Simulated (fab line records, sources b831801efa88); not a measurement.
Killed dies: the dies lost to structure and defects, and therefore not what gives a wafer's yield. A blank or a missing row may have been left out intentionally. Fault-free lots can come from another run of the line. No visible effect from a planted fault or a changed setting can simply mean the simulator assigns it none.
Matching of chambers + flow sky130 + 4 sister chambers for SKY_POLY_CUT_ETCH_10 on rie-diel-04
The step etches BARC in N2/H2, stops on SiO2, time 45.9 s, target depth 60 nm. 20 wafers are shown with their chamber, then 10 later ones without.

== WAFERS, EACH WITH ITS CHAMBER ==
| wafer  | chamber | chamber-pressure-mTorr (mTorr) | throttle-valve-pct (%) | oes-product-au (a.u.) |
|--------|---------|--------------------------------|------------------------|-----------------------|
| L075.3 | 3       | 30.013                         | 13.223                 | 0.854                 |
| L075.4 | 0       | 30.013                         | 13.217                 | 0.860                 |
| L075.5 | 3       | 30.009                         | 13.235                 | 0.850                 |
| L079.2 | 3       | 30.012                         | 13.227                 | 0.856                 |
| L079.5 | 2       | 30.047                         | 13.240                 | 0.861                 |
| L079.6 | 1       | 29.991                         | 13.216                 | 0.858                 |
| L080.1 | 2       | 30.026                         | 13.224                 | 0.855                 |
| L080.2 | 3       | 29.985                         | 13.232                 | 0.851                 |
| L080.4 | 0       | 29.956                         | 13.227                 | 0.855                 |
| L082.1 | 1       | 30.016                         | 13.232                 | 0.863                 |
| L082.4 | 2       | 29.975                         | 13.222                 | 0.856                 |
| L082.6 | 3       | 29.988                         | 13.211                 | 0.854                 |
| L090.1 | 2       | 30.022                         | 13.244                 | 0.854                 |
| L090.4 | 1       | 30.016                         | 13.225                 | 0.848                 |
| L090.5 | 1       | 29.990                         | 13.242                 | 0.853                 |
| L088.1 | 3       | 29.973                         | 13.229                 | 0.850                 |
| L088.3 | 1       | 30.018                         | 13.241                 | 0.855                 |
| L088.6 | 3       | 30.049                         | 13.239                 | 0.865                 |
| L092.1 | 1       | 30.021                         | 13.229                 | 0.854                 |
| L092.2 | 3       | 30.050                         | 13.215                 | 0.855                 |

SIGNATURES (averages over the wafers above)
| reading                | chamber 0 | chamber 1 | chamber 2 | chamber 3 | scatter within a chamber |
|------------------------|-----------|-----------|-----------|-----------|--------------------------|
| chamber-pressure-mTorr | 29.98450  | 30.00867  | 30.01750  | 30.00988  | 0.0262                   |
| throttle-valve-pct     | 13.22200  | 13.23083  | 13.23250  | 13.22638  | 0.00987                  |
| oes-product-au         | 0.85750   | 0.85517   | 0.85650   | 0.85437   | 0.00457                  |
Rule: for a wafer and a chamber, the distance is found by dividing, reading by reading, the gap between the wafer's reading and the chamber's mean by the reading's scatter, squaring, summing and taking the root. The wafer belongs to the nearest chamber; if the next one is less than 2 further off, it can't be placed. The scatter: take each reading less its chamber's mean, square it, sum over the shown wafers, divide by the number of wafers less the number of chambers, and take the root.

== WAFERS WHOSE CHAMBER IS MISSING ==
| wafer  | chamber-pressure-mTorr (mTorr) | throttle-valve-pct (%) | oes-product-au (a.u.) |
|--------|--------------------------------|------------------------|-----------------------|
| L092.3 | 30.008                         | 13.229                 | 0.854                 |
| L095.1 | 30.033                         | 13.216                 | 0.853                 |
| L095.2 | 30.001                         | 13.223                 | 0.860                 |
| L095.5 | 30.003                         | 13.247                 | 0.849                 |
| L096.1 | 30.010                         | 13.224                 | 0.850                 |
| L096.5 | 30.060                         | 13.220                 | 0.849                 |
| L096.6 | 30.009                         | 13.227                 | 0.847                 |
| L097.4 | 30.033                         | 13.238                 | 0.858                 |
| L097.5 | 30.049                         | 13.230                 | 0.851                 |
| L097.6 | 29.947                         | 13.229                 | 0.847                 |

== THE CHAMBER EACH PASSED THROUGH ==
| wafer  | from the rows above               | in truth |
|--------|-----------------------------------|----------|
| L092.3 | can't be placed: 3 or 1 or 2 or 0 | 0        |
| L095.1 | can't be placed: 3 or 1 or 2 or 0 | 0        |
| L095.2 | can't be placed: 0 or 3 or 1 or 2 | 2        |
| L095.5 | can't be placed: 1 or 2 or 3 or 0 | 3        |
| L096.1 | can't be placed: 3 or 1 or 2 or 0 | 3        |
| L096.5 | can't be placed: 3 or 1 or 2 or 0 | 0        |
| L096.6 | can't be placed: 3 or 1 or 2 or 0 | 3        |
| L097.4 | can't be placed: 2 or 1 or 3 or 0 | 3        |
| L097.5 | can't be placed: 3 or 2 or 1 or 0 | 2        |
| L097.6 | can't be placed: 0 or 3 or 1 or 2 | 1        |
Correctly placed: 0 of 10. Can't be placed from these rows: 10 (the true chamber is among the candidates in 10). Placed wrongly: 0.
